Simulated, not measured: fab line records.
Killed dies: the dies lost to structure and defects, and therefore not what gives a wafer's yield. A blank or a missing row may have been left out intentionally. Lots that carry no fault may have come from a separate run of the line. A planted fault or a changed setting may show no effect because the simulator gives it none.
What tool caused it? + flow sky130 + 18 wafers sampled from 6 lots at 1 step of a route of 708

## WHAT THE GAUGES SHOWED, per wafer
SKY_FIELD_ISO_THK_MEAS_02.
| lot  | measured    | on           | FIELD_ISO_OXIDATION_00_THK (nm)     |
|------|-------------|--------------|-------------------------------------|
| L669 | day 1 16:38 | filmMetro-04 | 12.09 12.38 12.02                   |
| L671 | day 2 04:13 | filmMetro-04 | 12.31 11.89 12.15                   |
| L673 | day 2 12:40 | filmMetro-03 | 11.96 11.63 11.85                   |
| L675 | day 2 22:39 | filmMetro-02 | 12.37 12.29 12.14                   |
| L685 | day 5 01:16 | filmMetro-02 | 15.41 15.43 15.44 15.41 15.50 15.39 |
| L689 | day 5 22:00 | filmMetro-04 | 12.42 12.16 12.31                   |

## WHICH TOOL RAN EACH LOT (tool, then ch and the chambers of the sampled wafers, then the start)
The record holds no process step before these readings.

## THE ANSWER, worked out from the rows above alone
Rule: what is usual is taken from the lots themselves. The widest of any qualifying gaps counts: lots, ordered by their means at a reading, are off when they make up no more than a third of the lots, leave a main group of 4 or more, and stand apart from it by 3 or more times the standard deviation of that group's means. A main group whose means are all the same, to the digits that the tables above print for the reading, isn't used. Also off: a lot with no number at a reading for which 4 or more lots have one. All remaining lots with rows at the step are treated as sound.
Off: L685, seen at SKY_FIELD_ISO_THK_MEAS_02 (FIELD_ISO_OXIDATION_00_THK). The main group: mean 12.13 nm, standard deviation 0.17.
If a tool, at a process step before that reading, ran all the lots that are off and no sound lot after the first of them, it fits. Gauges at SKY_FIELD_ISO_THK_MEAS_02: tried the same way as those tools. One fits: filmMetro-02 at SKY_FIELD_ISO_THK_MEAS_02. A fault onset in the window from L675 (day 2 22:39, its last sound lot) to L685 (day 5 01:16, its first lot off) fits.

## WHAT THE SIMULATOR PUT IN
Metrology matching offset: filmMetro-02, from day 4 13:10 on, at SKY_FIELD_ISO_THK_MEAS_02. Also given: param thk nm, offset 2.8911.
Lots struck among those shown: L685. This agrees with what the rule above found.
